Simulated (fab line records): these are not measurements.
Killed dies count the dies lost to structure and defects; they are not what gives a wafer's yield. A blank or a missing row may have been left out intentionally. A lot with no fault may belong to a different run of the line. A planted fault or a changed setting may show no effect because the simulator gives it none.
Matching of chambers || flow sky130 || SKY_FIELD_ISO_ETCH_17 on rie-si-02 has 4 sister chambers
The step etches Si in HBr/Cl2/O2, target depth 342 nm, time 97.7 s. 14 wafers are shown with their chamber, then 7 later ones without.

== WAFERS PAIRED WITH THEIR CHAMBERS ==
{"wafer": "L922.1", "chamber": 2, "drypump-motor-current-A (A)": 6.0, "oes-product-au (a.u.)": 0.997, "chamber-pressure-mTorr (mTorr)": 14.981}
{"wafer": "L922.2", "chamber": 0, "drypump-motor-current-A (A)": 6.4, "oes-product-au (a.u.)": 0.998, "chamber-pressure-mTorr (mTorr)": 14.990}
{"wafer": "L922.5", "chamber": 2, "drypump-motor-current-A (A)": 6.0, "oes-product-au (a.u.)": 0.991, "chamber-pressure-mTorr (mTorr)": 14.969}
{"wafer": "L923.1", "chamber": 3, "drypump-motor-current-A (A)": 6.7, "oes-product-au (a.u.)": 1.010, "chamber-pressure-mTorr (mTorr)": 15.004}
{"wafer": "L923.3", "chamber": 0, "drypump-motor-current-A (A)": 6.4, "oes-product-au (a.u.)": 0.998, "chamber-pressure-mTorr (mTorr)": 15.009}
{"wafer": "L923.6", "chamber": 0, "drypump-motor-current-A (A)": 6.4, "oes-product-au (a.u.)": 1.012, "chamber-pressure-mTorr (mTorr)": 15.022}
{"wafer": "L925.2", "chamber": 1, "drypump-motor-current-A (A)": 5.7, "oes-product-au (a.u.)": 1.007, "chamber-pressure-mTorr (mTorr)": 14.988}
{"wafer": "L925.5", "chamber": 0, "drypump-motor-current-A (A)": 6.4, "oes-product-au (a.u.)": 1.000, "chamber-pressure-mTorr (mTorr)": 14.985}
{"wafer": "L925.6", "chamber": 3, "drypump-motor-current-A (A)": 6.8, "oes-product-au (a.u.)": 1.004, "chamber-pressure-mTorr (mTorr)": 15.011}
{"wafer": "L928.3", "chamber": 0, "drypump-motor-current-A (A)": 6.4, "oes-product-au (a.u.)": 1.019, "chamber-pressure-mTorr (mTorr)": 15.013}
{"wafer": "L928.4", "chamber": 1, "drypump-motor-current-A (A)": 5.8, "oes-product-au (a.u.)": 1.012, "chamber-pressure-mTorr (mTorr)": 14.998}
{"wafer": "L928.5", "chamber": 0, "drypump-motor-current-A (A)": 6.4, "oes-product-au (a.u.)": 1.007, "chamber-pressure-mTorr (mTorr)": 15.000}
{"wafer": "L932.1", "chamber": 3, "drypump-motor-current-A (A)": 6.7, "oes-product-au (a.u.)": 1.006, "chamber-pressure-mTorr (mTorr)": 15.028}
{"wafer": "L932.3", "chamber": 1, "drypump-motor-current-A (A)": 5.7, "oes-product-au (a.u.)": 1.008, "chamber-pressure-mTorr (mTorr)": 14.969}

SIGNATURES (means of the wafers above)
{"reading": "drypump-motor-current-A", "chamber 0": 6.400, "chamber 1": 5.733, "chamber 2": 6.000, "chamber 3": 6.733, "scatter within a chamber": 0.0365}
{"reading": "oes-product-au", "chamber 0": 1.00567, "chamber 1": 1.00900, "chamber 2": 0.99400, "chamber 3": 1.00667, "scatter within a chamber": 0.00648}
{"reading": "chamber-pressure-mTorr", "chamber 0": 15.00317, "chamber 1": 14.98500, "chamber 2": 14.97500, "chamber 3": 15.01433, "scatter within a chamber": 0.0135}
Rule: distance of a wafer from a chamber = root of the sum over the readings of ((wafer's reading minus chamber's mean) / reading's scatter) squared. The wafer belongs to the nearest chamber; if the next one is less than 2 further off, it can't be placed. How the scatter is found: for the shown wafers, subtract from each reading the mean of its chamber, square and add these, divide the total by (wafers less chambers), then take the root.

== WAFERS MISSING THEIR CHAMBER ==
{"wafer": "L932.5", "drypump-motor-current-A (A)": 6.4, "oes-product-au (a.u.)": 1.016, "chamber-pressure-mTorr (mTorr)": 15.008}
{"wafer": "L942.2", "drypump-motor-current-A (A)": 6.4, "oes-product-au (a.u.)": 1.006, "chamber-pressure-mTorr (mTorr)": 14.990}
{"wafer": "L942.3", "drypump-motor-current-A (A)": 5.8, "oes-product-au (a.u.)": 1.017, "chamber-pressure-mTorr (mTorr)": 15.014}
{"wafer": "L942.5", "drypump-motor-current-A (A)": 5.8, "oes-product-au (a.u.)": 1.015, "chamber-pressure-mTorr (mTorr)": 15.005}
{"wafer": "L944.1", "drypump-motor-current-A (A)": 5.9, "oes-product-au (a.u.)": 0.988, "chamber-pressure-mTorr (mTorr)": 14.996}
{"wafer": "L944.2", "drypump-motor-current-A (A)": 6.7, "oes-product-au (a.u.)": 1.019, "chamber-pressure-mTorr (mTorr)": 14.982}
{"wafer": "L944.6", "drypump-motor-current-A (A)": 6.7, "oes-product-au (a.u.)": 1.009, "chamber-pressure-mTorr (mTorr)": 15.008}

== CHAMBER TAKEN BY EACH ==
{"wafer": "L932.5", "from the rows above": 0, "in truth": 0}
{"wafer": "L942.2", "from the rows above": 0, "in truth": 0}
{"wafer": "L942.3", "from the rows above": 1, "in truth": 1}
{"wafer": "L942.5", "from the rows above": 1, "in truth": 1}
{"wafer": "L944.1", "from the rows above": 2, "in truth": 2}
{"wafer": "L944.2", "from the rows above": 3, "in truth": 3}
{"wafer": "L944.6", "from the rows above": 3, "in truth": 3}
Placed correctly: 7 of 7. Left unplaced by these rows: 0. Wrongly placed: 0.
